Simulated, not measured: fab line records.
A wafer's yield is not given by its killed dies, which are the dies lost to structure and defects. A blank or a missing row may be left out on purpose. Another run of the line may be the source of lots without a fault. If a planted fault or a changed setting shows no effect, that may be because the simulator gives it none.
Chamber matching    flow sky130    SKY_LI_CONTACT_CMP_24 on cmp-01 has 4 sister chambers
The step polishes, stops on PSG, t overpolish 20 s, target thk 0 nm. 4 wafers are shown with their chamber, then 7 later ones without.

## WAFERS, EACH WITH ITS CHAMBER
wafer   chamber  time-to-endpoint-s (s)
L295.2  2        99
L300.5  0        95
L312.1  1        90
L312.5  3        99

## WAFERS WITH NO CHAMBER GIVEN
wafer   time-to-endpoint-s (s)
L312.6  98
L313.2  105
L313.3  98
L313.5  100
L314.4  93
L314.5  96
L314.6  101

## CHAMBER TAKEN BY EACH
wafer   from the rows above                in truth
L312.6  can't be placed: 2 or 3 or 0       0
L313.2  can't be placed: 2 or 3 or 0       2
L313.3  can't be placed: 2 or 3 or 0       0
L313.5  can't be placed: 2 or 3 or 0       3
L314.4  can't be placed: 0 or 1 or 2 or 3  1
L314.5  can't be placed: 0 or 2 or 3 or 1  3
L314.6  can't be placed: 2 or 3 or 0       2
Correctly placed: 0 of 7. Not placeable from these rows: 7 (in 7, the candidates include the true chamber). Wrongly placed: 0.
How it was worked out, from the rows above alone: a wafer's distance from a chamber is the root of the sum, over the readings, of the square of ((its reading less the chamber's mean) divided by the reading's scatter). The wafer belongs to the nearest chamber; if the next one is less than 2 further off, it can't be placed. A chamber's mean is the mean of its shown wafers. The scatter (one wafer shown for each chamber): square how far every hidden wafer sits from the nearest shown wafer, average those squares and take the square root.
